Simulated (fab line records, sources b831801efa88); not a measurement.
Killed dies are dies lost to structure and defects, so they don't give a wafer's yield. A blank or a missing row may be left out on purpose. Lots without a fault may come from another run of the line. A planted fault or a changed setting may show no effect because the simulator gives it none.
Chamber matching | flow gf180mcu | GF_V3_ETCH_16 on rie_diel-02: 4 sister chambers
The step etches BARC in N2/H2. 8 wafers are shown with their chamber, then 11 later ones without.

WAFERS WITH THEIR CHAMBER
wafer  | chamber | drypump_motor_current_A (A) | throttle_valve_pct (%)
L078.1 | 0       | 5.66                        | 13.207
L083.6 | 0       | 5.66                        | 13.219
L088.3 | 2       | 5.74                        | 13.232
L088.4 | 1       | 6.04                        | 13.233
L086.1 | 2       | 5.77                        | 13.237
L086.2 | 1       | 6.02                        | 13.208
L086.3 | 3       | 5.72                        | 13.220
L089.1 | 3       | 5.73                        | 13.221

WAFERS WITHOUT THEIR CHAMBER
wafer  | drypump_motor_current_A (A) | throttle_valve_pct (%)
L089.5 | 6.01                        | 13.232
L089.6 | 5.74                        | 13.222
L090.2 | 5.96                        | 13.224
L090.3 | 5.74                        | 13.231
L090.6 | 5.99                        | 13.232
L091.3 | 5.68                        | 13.231
L091.4 | 6.02                        | 13.227
L091.6 | 5.68                        | 13.228
L095.1 | 5.99                        | 13.223
L095.4 | 5.66                        | 13.218
L095.6 | 5.67                        | 13.236

WHICH CHAMBER EACH WENT THROUGH
wafer  | from the rows above     | in truth
L089.5 | 1                       | 1
L089.6 | can't be placed: 3 or 2 | 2
L090.2 | 1                       | 1
L090.3 | can't be placed: 2 or 3 | 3
L090.6 | 1                       | 1
L091.3 | can't be placed: 0 or 3 | 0
L091.4 | 1                       | 1
L091.6 | can't be placed: 0 or 3 | 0
L095.1 | 1                       | 1
L095.4 | 0                       | 0
L095.6 | 0                       | 0
Placed correctly: 7 of 11. Can't be placed from these rows: 4 (the true chamber is among the candidates in 4). Placed wrongly: 0.
How it was worked out, from the rows above alone: a wafer's distance from a chamber is the root of the sum, over the readings, of the square of ((its reading less the chamber's mean) divided by the reading's scatter). The wafer belongs to the nearest chamber; if the next one is less than 2 further off, it can't be placed. A chamber's mean is the mean of its shown wafers. The scatter: the root of (the sum of the squares of (reading less its chamber's mean) over the shown wafers, divided by (wafers less chambers)).
